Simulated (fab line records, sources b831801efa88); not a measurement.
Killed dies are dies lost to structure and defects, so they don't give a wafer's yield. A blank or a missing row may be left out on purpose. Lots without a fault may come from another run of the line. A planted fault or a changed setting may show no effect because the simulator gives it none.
A struck lot beside a sound one | flow sky130 | 21 steps out of a route of 708
Sound: wafers L737.3, L737.5, L737.6. Struck: wafer L735.3. (L735.1, L735.6 of the same lot were not struck and are left out.) The cause comes at the end.
At each step with rows: each side's tool, then ch and its chambers, then its first start. Under that, the readings that differ: sound wafers | struck wafers | difference of the means | sigmas: that difference in standard deviations of wafers without a fault.
alike: readings whose means differ by less than 2 such deviations, and words and numbers that are the same on both sides. not compared: withheld readings, readings that some wafer has no value for, bounds like >300 that may hide the same value, and numbers for which the record gives no deviation and whose values overlap.
The two part at a step that has a row with sigmas, a row that says differs or no value, or rows on one side only. Numbers that don't overlap but have no deviation are shown without sigmas and don't part them. A reading that every wafer of one side lacks parts them only if that side has two wafers or more.

first, 4 steps without rows for these wafers: SKY_METAL2_STRIP_21 (strips in post etch residue remover, time 1200 s); SKY_METAL2_CLEAN_22 (cleans in IPA, time 180 s); SKY_METAL2_CLEAN_23 (cleans in O3/DIW); SKY_VIA2_HDPCVD_00 (deposits SiO2, target thk 1180 nm, time 196.7 s).
SKY_VIA2_THK_MEAS_01:
  sound on film_metro-01, day 39 15:19; struck on film_metro-04, day 39 01:30
  alike: VIA2_HDPCVD_THK
SKY_VIA2_CMP_02: polishes SiO2.
  sound on cmp-02 ch 0,1,2, day 39 15:30; struck on cmp-01 ch 2, day 39 01:55
  alike: motor_current_A, slurry_flow_ml_min
SKY_VIA2_BOW_MEAS_03:
  sound on film_metro-04, day 39 15:41; struck on film_metro-01, day 39 02:13
  alike: VIA2_BOW
then, 5 steps without rows for these wafers: SKY_VIA2_DEHYDRATE_04 (time 60 s); SKY_VIA2_HMDS_05 (prime time 60 s); SKY_VIA2_COAT_06 (resist thk 60 nm); SKY_VIA2_COAT_07 (resist thk 450 nm); SKY_VIA2_SOFTBAKE_08 (time 90 s).
SKY_VIA2_EXPOSE_09: exposes mask VIM2, target cd 200 nm.
  sound on krf_scanner-02 ch 0, day 40 03:45; struck on krf_scanner-01 ch 0, day 39 14:57
  alike: mask
then, 2 steps without rows for these wafers: SKY_VIA2_PEB_10; SKY_VIA2_DEVELOP_11 (develop time 60 s).
SKY_VIA2_CD_MEAS_12: target cd 200 nm.
  sound on cd_sem-02, day 40 15:48; struck on cd_sem-01, day 40 02:06
  reading    | sound             | struck | difference | sigmas
  cd_nm (nm) | 200.0 201.3 201.5 | 158.8  | -42.1      | -35
SKY_VIA2_OVL_MEAS_13:
  sound on overlay-02, day 40 15:53; struck on overlay-02, day 40 02:13
  alike: VIA2_OVL
SKY_VIA2_ETCH_14: etches BARC in N2/H2, stops on SiO2, time 45.9 s, target depth 60 nm.
  sound on rie_diel-04 ch 0,2,3, day 40 15:55; struck on rie_diel-01 ch 1, day 40 02:16
  reading               | sound           | struck | difference | sigmas
  model.VIA2.cd_nm (nm) | 199.7 201 200.5 | 158.3  | -42.1      |
  alike: drypump_motor_current_A, oes_product_au, throttle_valve_pct
  not compared: rf_hours_counter_h
SKY_VIA2_ETCH_15: etches SiO2 in C4F8/O2/Ar, stops on TiN, target depth 546 nm, time 84 s.
  sound on rie_diel-04 ch 0,2,3, day 40 15:58; struck on rie_diel-01 ch 1, day 40 02:18
  reading               | sound             | struck | difference | sigmas
  model.VIA2.cd_nm (nm) | 200.2 205.2 198.1 | 155.6  | -45.6      |
  alike: oes_product_au
  not compared: rf_hours_counter_h
SKY_VIA2_STRIP_16: strips in O2/N2.
  sound on plasma_asher-01 ch 0,1, day 40 16:03; struck on plasma_asher-01 ch 0, day 40 02:22
  alike: drypump_motor_current_A, oes_product_au, strip_time_to_endpoint_s
  not compared: rf_hours_counter_h
-- the record jumps here: 9 days lie between the struck wafers' starts before and after (it left off in module VIA2 and takes up again in module PAD_OPEN, whose first step shown is number 708 of the route) --
SKY_PAD_OPEN_PROBE_99:
  sound on prober-01, day 49 05:09; struck on prober-01, day 48 21:11
  reading                  | sound          | struck | difference | sigmas
  defect_limited_yield (%) | 80.1 85.0 82.9 | 8.7    | -74.0      | -39
  killed_at_M0_to_M3       | 45 37 48       | 405    | +362       | +51
  killed_dies              | 98 74 84       | 449    | +364       | +38
  killed_on_rim            | 22 16 21       | 96     | +76        | +20
  sort_bin_5_function (%)  | 12.2 10.2 9.3  | 85.6   | +75.0      | +50
  sort_n_pass              | 394 418 408    | 43     | -364       | -38
  sort_yield_pct (%)       | 80.1 85.0 82.9 | 8.7    | -74.0      | -39
  alike: killed_at_M4_up, killed_at_contacts, killed_at_front_end, killed_at_other, killed_open, killed_short, sort_bin_3_pad_short, sort_bin_6_memory

WHERE THEY PART
First at SKY_VIA2_CD_MEAS_12; last, within this record, at SKY_PAD_OPEN_PROBE_99.

WHY: what the simulator had put in
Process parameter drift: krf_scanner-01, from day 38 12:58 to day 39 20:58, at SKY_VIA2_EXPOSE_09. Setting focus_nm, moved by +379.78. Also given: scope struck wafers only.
